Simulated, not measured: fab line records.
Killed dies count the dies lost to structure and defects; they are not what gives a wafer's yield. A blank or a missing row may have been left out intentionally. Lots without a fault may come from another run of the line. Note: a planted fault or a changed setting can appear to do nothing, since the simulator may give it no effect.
One fault through the eyes of 2 desks + flow sky130 + numbers are kept per desk, each desk with only its own; the story behind them comes last

## AT THE METROLOGY DESK
Lot by lot, what the gauges showed, no matter which tool ran the lot: averages of those sampled wafers that carry a number. Any lot whose mean is over 4 standard deviations away from the usual mean is out of limits and marked OUT; that distance is given in the brackets.
Columns: A = LI_CONTACT_HDPCVD_THK at SKY_LI_CONTACT_THK_MEAS_01, usual 933 nm; B = VIA2_OVL at SKY_VIA2_OVL_MEAS_13, usual -1 nm
| lot  | first seen here | A              | B  |
|------|-----------------|----------------|----|
| L643 | day 28 17:58    | 930            | -8 |
| L646 | day 29 19:26    | 934            | -1 |
| L644 | day 29 21:35    | 934            | -2 |
| L645 | day 29 22:03    | 935            | 4  |
| L648 | day 30 12:59    | 931            | 3  |
| L649 | day 30 19:05    | 925            | 3  |
| L650 | day 31 01:39    | 921            | 3  |
| L655 | day 32 15:01    | 937            | 2  |
| L658 | day 33 19:26    | 855 (-8.4) OUT | 4  |
| L661 | day 34 18:37    | 941            | 3  |
| L664 | day 35 19:04    | 932            | 0  |
Per this desk, out of limits: L658; the first was L658, day 33 19:26 (LI_CONTACT_HDPCVD_THK at SKY_LI_CONTACT_THK_MEAS_01). In limits: L643, L646, L644, L645, L648, L649, L650, L655, L661, L664.

## FOR THE TOOL OWNER'S DESK: hdpcvd-01
The tool's own readings at SKY_LI_CONTACT_HDPCVD_00 (deposits PSG, target thk 930 nm, time 155 s): means of the sampled wafers that have a number, for each lot that ran on this tool. Any lot whose mean is over 4 standard deviations away from the usual mean is out of limits and marked OUT; that distance is given in the brackets.
Columns: A = pressure mtorr at SKY_LI_CONTACT_HDPCVD_00, usual 6.001 mTorr; B = susceptor temp C at SKY_LI_CONTACT_HDPCVD_00, usual 599.96 C
| lot  | first seen here | A     | B      |
|------|-----------------|-------|--------|
| L643 | day 28 17:52    | 5.987 | 599.93 |
| L645 | day 29 21:55    | 5.998 | 599.84 |
| L648 | day 30 12:53    | 6.000 | 599.75 |
| L650 | day 31 01:33    | 6.008 | 600.14 |
| L655 | day 32 14:55    | 6.004 | 600.28 |
| L658 | day 33 19:20    | 6.000 | 600.28 |
This desk found nothing out of limits on any of the 6 lots.

## BROUGHT TOGETHER
Metrology desk: alarm possible at day 33 19:26 on L658.
Nothing out of limits was seen by the tool owner's desk.
On record at the tool owner's desk: L658, within its limits.
SKY_LI_CONTACT_HDPCVD_00 was run on hdpcvd-01 by each of the lots named.

## WHAT THE SIMULATOR HAD PUT IN
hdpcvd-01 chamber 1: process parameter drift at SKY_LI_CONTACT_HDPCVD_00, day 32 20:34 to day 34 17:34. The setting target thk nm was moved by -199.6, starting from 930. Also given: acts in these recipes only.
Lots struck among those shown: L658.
Per desk, hours elapsed from the start of the fault to the first reading out of limits: for the metrology desk, 23.
